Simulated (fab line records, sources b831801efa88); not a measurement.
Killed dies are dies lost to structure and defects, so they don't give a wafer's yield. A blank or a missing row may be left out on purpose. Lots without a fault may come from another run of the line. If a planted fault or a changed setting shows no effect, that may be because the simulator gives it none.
Which of the tools did it? | flow gf180mcu | 6 lots, 18 wafers sampled, at 2 steps of a route of 602

== WHAT THE GAUGES READ, wafer by wafer ==
GF_HV_LDD_TW_MEAS_50.
lot  | measured     | on           | HV_LDD_4_TW
L621 | day 12 11:37 | filmMetro-03 | 561 560 562
L624 | day 13 12:00 | filmMetro-04 | 573 572 576
L628 | day 15 04:11 | filmMetro-03 | 563 564 564
L634 | day 17 12:47 | filmMetro-02 | 551 551 553
L636 | day 18 06:41 | filmMetro-04 | 574 577 573
L639 | day 19 01:49 | filmMetro-03 | 568 571 566

== TOOL THAT RAN EACH LOT (tool first, then ch and the chambers of the sampled wafers, then the start) ==
lot  | GF_HV_LDD_IMPLANT_48
L621 | implanter-04 ch 0, day 12 11:22
L624 | implanter-04 ch 0, day 13 11:46
L628 | implanter-02 ch 0, day 15 03:56
L634 | implanter-02 ch 0, day 17 12:32
L636 | implanter-04 ch 0, day 18 06:26
L639 | implanter-04 ch 0, day 19 01:36
- GF_HV_LDD_IMPLANT_48

== THE ANSWER, worked out from the rows above alone ==
Rule: usual is defined by the lots themselves. The widest of any qualifying gaps counts: lots, ordered by their means at a reading, are off when they make up no more than a third of the lots, leave a main group of 4 or more, and stand apart from it by 3 or more times the standard deviation of that group's means. Not used: any main group whose means are identical at the precision the tables above print for the reading. Also off: a lot with no number at a reading for which 4 or more lots have one. Any other lot the step has rows for is counted as sound.
Across all readings shown, no lot is off: no conclusion can be drawn from this.

== WHAT HAD BEEN PUT IN BY THE SIMULATOR ==
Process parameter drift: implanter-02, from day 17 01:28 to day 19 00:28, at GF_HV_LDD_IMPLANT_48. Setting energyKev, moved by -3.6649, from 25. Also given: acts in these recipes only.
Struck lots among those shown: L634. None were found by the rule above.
